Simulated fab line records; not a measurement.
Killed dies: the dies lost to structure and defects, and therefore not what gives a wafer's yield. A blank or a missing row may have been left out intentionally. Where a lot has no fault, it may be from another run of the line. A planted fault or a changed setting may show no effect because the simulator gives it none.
Chamber matching :: flow sky130 :: SKY_POLY_GATE_ETCH_17 on rie-si-01 has 4 sister chambers
The step etches poly-Si in HBr/Cl2, stops on SiO2, target depth 180 nm, time 70.5 s. 4 wafers are shown with their chamber, then 7 later ones without.

## WAFERS, EACH WITH ITS CHAMBER
wafer: L423.5
chamber: 2
drypump-motor-current-A (A): 6.2

wafer: L423.6
chamber: 3
drypump-motor-current-A (A): 5.3

wafer: L427.2
chamber: 0
drypump-motor-current-A (A): 5.2

wafer: L427.3
chamber: 1
drypump-motor-current-A (A): 5.8

## WAFERS WITH NO CHAMBER GIVEN
wafer: L427.4
drypump-motor-current-A (A): 5.2

wafer: L429.1
drypump-motor-current-A (A): 5.2

wafer: L429.4
drypump-motor-current-A (A): 6.3

wafer: L429.5
drypump-motor-current-A (A): 5.8

wafer: L431.2
drypump-motor-current-A (A): 5.2

wafer: L431.4
drypump-motor-current-A (A): 5.2

wafer: L431.6
drypump-motor-current-A (A): 5.8

## WHICH CHAMBER EACH ONE RAN IN
wafer: L427.4
from the rows above: 0
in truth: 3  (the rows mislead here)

wafer: L429.1
from the rows above: 0
in truth: 0

wafer: L429.4
from the rows above: 2
in truth: 2

wafer: L429.5
from the rows above: 1
in truth: 1

wafer: L431.2
from the rows above: 0
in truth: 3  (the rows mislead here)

wafer: L431.4
from the rows above: 0
in truth: 0

wafer: L431.6
from the rows above: 1
in truth: 1
Correct placement for 5 of the 7. Number that these rows cannot place: 0. Placed wrongly: 2.
How it was worked out, from the rows above alone: a wafer's distance from a chamber is the root of the sum, over the readings, of the square of ((its reading less the chamber's mean) divided by the reading's scatter). The wafer belongs to the nearest chamber; if the next one is less than 2 further off, it can't be placed. Each chamber's mean is taken over the wafers shown for it. The scatter: root of mean squared gap, hidden wafer to nearest shown wafer, with one shown wafer a chamber.
